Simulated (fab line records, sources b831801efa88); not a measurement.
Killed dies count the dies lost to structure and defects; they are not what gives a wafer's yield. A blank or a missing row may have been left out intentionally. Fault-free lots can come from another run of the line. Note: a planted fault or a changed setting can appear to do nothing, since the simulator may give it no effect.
Matching of chambers    flow gf180mcu    cmp-02 running GF_V3_CMP_26: 4 sister chambers
The step polishes, stops on SiO2, t overpolish 15 s, target thk 0 nm. 4 wafers are shown with their chamber, then 12 later ones without.

## WAFERS WITH THEIR CHAMBER
wafer   chamber  motor current A (A)
L333.4  3        12.8
L336.6  0        11.1
L338.5  2        10.1
L338.6  1        12.7

## WAFERS WHOSE CHAMBER IS MISSING
wafer   motor current A (A)
L343.2  10.1
L343.3  12.4
L343.5  10.4
L344.1  11.9
L344.5  12.5
L344.6  10.8
L345.1  10.6
L345.2  12.4
L345.4  11.4
L346.1  11.3
L346.2  12.3
L346.6  13.1

## WHICH CHAMBER EACH ONE RAN IN
wafer   from the rows above           in truth
L343.2  2                             2
L343.3  can't be placed: 1 or 3       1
L343.5  can't be placed: 2 or 0       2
L344.1  can't be placed: 1 or 0 or 3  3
L344.5  can't be placed: 1 or 3       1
L344.6  can't be placed: 0 or 2       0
L345.1  can't be placed: 0 or 2       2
L345.2  can't be placed: 1 or 3       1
L345.4  0                             0
L346.1  0                             0
L346.2  can't be placed: 1 or 3       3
L346.6  can't be placed: 3 or 1       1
Correctly placed: 3 of 12. Not placeable from these rows: 9 (in 9, the candidates include the true chamber). Number placed wrongly: 0.
How it was worked out, from the rows above alone: a wafer's distance from a chamber is the root of the sum, over the readings, of the square of ((its reading less the chamber's mean) divided by the reading's scatter). If the next closest chamber is less than 2 further off than the closest, the wafer can't be placed; otherwise it belongs to the closest. The mean given for a chamber averages the wafers shown for that chamber. The scatter: with one shown wafer a chamber, the root of the mean of the squares of how far each hidden wafer lies from its nearest shown one.
